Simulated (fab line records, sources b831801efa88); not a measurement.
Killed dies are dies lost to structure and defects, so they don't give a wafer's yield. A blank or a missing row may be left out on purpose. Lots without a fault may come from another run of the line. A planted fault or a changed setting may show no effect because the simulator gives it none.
A struck lot beside a sound one | flow sky130 | 17 steps out of a route of 708
Sound: wafers L692.3, L692.5, L692.6. Struck: wafers L682.3, L682.4, L682.5. The cause comes at the end.
At each step with rows: each side's tool, then ch and its chambers, then its first start. Under that, the readings that differ: sound wafers | struck wafers | difference of the means | sigmas: that difference in standard deviations of wafers without a fault.
alike: readings whose means differ by less than 2 such deviations, and words and numbers that are the same on both sides. not compared: withheld readings, readings that some wafer has no value for, bounds like >300 that may hide the same value, and numbers for which the record gives no deviation and whose values overlap.
The two part at a step that has a row with sigmas, a row that says differs or no value, or rows on one side only. Numbers that don't overlap but have no deviation are shown without sigmas and don't part them. A reading that every wafer of one side lacks parts them only if that side has two wafers or more.

first, 2 steps without rows for these wafers: SKY_LOCAL_INTERCONNECT_PEB_09; SKY_LOCAL_INTERCONNECT_DEVELOP_10 (develop time 60 s).
SKY_LOCAL_INTERCONNECT_CD_MEAS_11: target cd 170 nm.
  sound on cd_sem-02, day 35 13:55; struck on cd_sem-02, day 32 07:54
  alike: cd_nm
SKY_LOCAL_INTERCONNECT_OVL_MEAS_12:
  sound on overlay-01, day 35 14:01; struck on overlay-02, day 32 07:59
  alike: LOCAL_INTERCONNECT_OVL
SKY_LOCAL_INTERCONNECT_ETCH_13: etches BARC in N2/H2, stops on SiO2, time 45.9 s, target depth 60 nm.
  sound on rie_metal-02 ch 0,1, day 35 14:04; struck on rie_metal-02 ch 0, day 32 08:04
  alike: drypump_motor_current_A, oes_product_au, throttle_valve_pct
  not compared: rf_hours_counter_h
SKY_LOCAL_INTERCONNECT_METAL_ETCH_14: etches TiN in Cl2/BCl3, stops on PSG, target depth 110 nm, time 31.4 s.
  sound on rie_metal-02 ch 0,1, day 35 14:07; struck on rie_metal-02 ch 0, day 32 08:11
  reading               | sound             | struck            | difference | sigmas
  oes_product_au (a.u.) | 0.932 0.931 0.934 | 0.951 0.957 0.948 | +0.020     | +3
  alike: drypump_motor_current_A, throttle_valve_pct
  not compared: rf_hours_counter_h
SKY_LOCAL_INTERCONNECT_STRIP_15: strips in O2/N2.
  sound on plasma_asher-01 ch 0,1, day 35 14:11; struck on plasma_asher-01 ch 0,1, day 32 08:17
  alike: drypump_motor_current_A, oes_product_au, strip_time_to_endpoint_s
  not compared: rf_hours_counter_h
then, 3 steps without rows for these wafers: SKY_LOCAL_INTERCONNECT_STRIP_16 (strips in post etch residue remover, time 1200 s); SKY_LOCAL_INTERCONNECT_CLEAN_17 (cleans in IPA, time 180 s); SKY_LOCAL_INTERCONNECT_CLEAN_18 (cleans in O3/DIW).
SKY_CONTACT_CVD_00: deposits Si3N4, target thk 75 nm.
  sound on pecvd-03 ch 0,1, day 35 14:44; struck on pecvd-04 ch 0,1,2, day 32 08:51
  reading            | sound       | struck      | difference | sigmas
  heater_power_w (W) | 925 747 938 | 693 675 664 | -193       | -2
SKY_CONTACT_THK_MEAS_01:
  sound on film_metro-04, day 35 14:48; struck on film_metro-02, day 32 08:54
  alike: CONTACT_CVD_00_THK
SKY_CONTACT_HDPCVD_02: deposits SiO2, target thk 565 nm, time 94.2 s.
  sound on hdpcvd-01 ch 1,2, day 35 14:50; struck on hdpcvd-01 ch 0,1,2, day 32 08:56
  reading                                     | sound             | struck            | difference | sigmas
  sih4_flow_sccm (sccm)                       | 59.79 60.30 59.90 | 71.76 71.79 71.91 | +11.82     | +59
  model.SiO2_of_CONTACT_HDPCVD_02.thk_nm (nm) | 557.8 560.8 563.1 | 688.9 674.5 679.9 | +120.5     |
SKY_CONTACT_THK_MEAS_03:
  sound on film_metro-02, day 35 14:55; struck on film_metro-01, day 32 09:02
  reading                 | sound       | struck      | difference | sigmas
  CONTACT_HDPCVD_THK (nm) | 558 561 563 | 689 674 680 | +120       | +21
SKY_CONTACT_CMP_04: polishes SiO2.
  sound on cmp-02 ch 0,1,3, day 35 15:04; struck on cmp-01 ch 0,1, day 32 09:04
  reading                | sound    | struck      | difference | sigmas
  time_to_endpoint_s (s) | 82 85 79 | 129 132 124 | +46        | +11
  alike: motor_current_A
SKY_CONTACT_BOW_MEAS_05:
  sound on film_metro-01, day 35 15:18; struck on film_metro-02, day 32 09:25
  alike: CONTACT_BOW
then, 1 step without rows for these wafers: SKY_PAD_OPEN_PROBE_99.

WHERE THEY PART
First at SKY_LOCAL_INTERCONNECT_METAL_ETCH_14; last, within this record, at SKY_CONTACT_CMP_04. Later steps at which nothing parts them and some readings are alike: SKY_CONTACT_BOW_MEAS_05.

WHY: what the simulator had put in
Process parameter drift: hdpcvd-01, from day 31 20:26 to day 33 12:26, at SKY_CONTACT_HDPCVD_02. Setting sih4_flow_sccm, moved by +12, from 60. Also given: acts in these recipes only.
